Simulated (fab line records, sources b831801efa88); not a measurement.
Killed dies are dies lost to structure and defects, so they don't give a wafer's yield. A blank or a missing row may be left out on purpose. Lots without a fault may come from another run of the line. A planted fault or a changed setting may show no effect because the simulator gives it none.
Problem report in the 8D (eight disciplines) form, filled by code | flow sky130 | the parts of the form that need people (team, actions taken, sign-off) are left out

1. THE PROBLEM
tube_center_temp_C at SKY_GATE_OXIDE_OXIDATION_16 reads a mean of 787 C on 9 wafers of 3 lots; wafers without a fault read 800 C with a standard deviation of 0.068. That is -99 or more standard deviations from the usual mean.
The step: stabilise 600 s, purge 300 s, target thk 3.57 nm.
First seen on wafer L954.2, day 17 11:56, on furnace-01. The record holds 39 wafers of 13 lots with a number at this step. Rule for "out", or "out of limits": more than 4 standard deviations from the usual mean. The other wafers with a number count as sound.

2. WHAT IT IS AND WHAT IT IS NOT
question                    | is                                                                                                | is not
which readings at this step | tube_center_temp_C, spike_tc_centre_C, spike_tc_lower_C, spike_tc_upper_C, tube_center_temp_C_max | ramp_down_c_per_min
which lots                  | L954, L955, L957                                                                                  | L946, L948, L949, L950, L956, L964, L965, L966, L967, L968
which wafers of those lots  | all that have a number                                                                            | -
read on which tools         | furnace-01                                                                                        | furnace-02
when                        | from day 17 11:56                                                                                 | up to then (12 sound wafers); but 18 sound wafers of L956, L964, L965, L966, L967, L968 came after

3. SUSPECTS, AND WHAT RULES EACH OUT
Counting: a tool at a process step up to the reading stays a suspect if it ran every lot that is out and no sound lot after the first of them.
- furnace-01 at SKY_GATE_OXIDE_OXIDATION_16 (stabilise 600 s, purge 300 s, target thk 3.57 nm): ruled out as a lasting fault. Sound lots L965, L967, L968 ran on it after its first lot that is out, L954 (day 17 11:56).
Left after counting: nothing in the record.

4. THE CAUSE (what the simulator had put in)
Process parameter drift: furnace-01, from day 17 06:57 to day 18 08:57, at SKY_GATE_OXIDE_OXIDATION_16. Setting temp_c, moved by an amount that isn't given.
Counting ruled it out, wrongly.

5. THE CHAIN OF EFFECTS, in route order
Each row: a reading whose mean over the struck wafers that have a number lies more than 3 standard deviations from the usual. Only readings for which the record gives a usual standard deviation are gone through. hours: the time from each lot's start at the first step in this table that gives one to its start at this step, as a median over the lots. sigmas: the change in usual standard deviations.
hours | step                        | reading                | usual   | on struck wafers | change | sigmas
0     | SKY_GATE_OXIDE_OXIDATION_16 | spike_tc_centre_C      | 799.6 C | 787.6            | -12.0  | -10
0     | SKY_GATE_OXIDE_OXIDATION_16 | spike_tc_lower_C       | 800.3 C | 787.6            | -12.7  | -14
0     | SKY_GATE_OXIDE_OXIDATION_16 | spike_tc_top_C         | 817.0 C | 807.2            | -9.8   | -3.9
0     | SKY_GATE_OXIDE_OXIDATION_16 | spike_tc_upper_C       | 799.4 C | 786.6            | -12.8  | -12
0     | SKY_GATE_OXIDE_OXIDATION_16 | tube_center_temp_C     | 800 C   | 787              | -13    | -99 or more
0     | SKY_GATE_OXIDE_OXIDATION_16 | tube_center_temp_C_max | 802.1   | 789.4            | -12.7  | -37
The process steps in it:
- SKY_GATE_OXIDE_OXIDATION_16: stabilise 600 s, purge 300 s, target thk 3.57 nm.
Later measuring or inspecting steps at which every struck wafer that the step has a row for has a number for every such reading, and none has moved that far: SKY_LI_CONTACT_RS_MEAS_22, SKY_CONTACT_CD_MEAS_14, SKY_METAL1_OVL_MEAS_16.

6. WHAT WOULD HAVE CAUGHT IT SOONER
In this record the first reading out of limits was taken at day 17 11:56, 5 hours after the fault began at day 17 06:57.
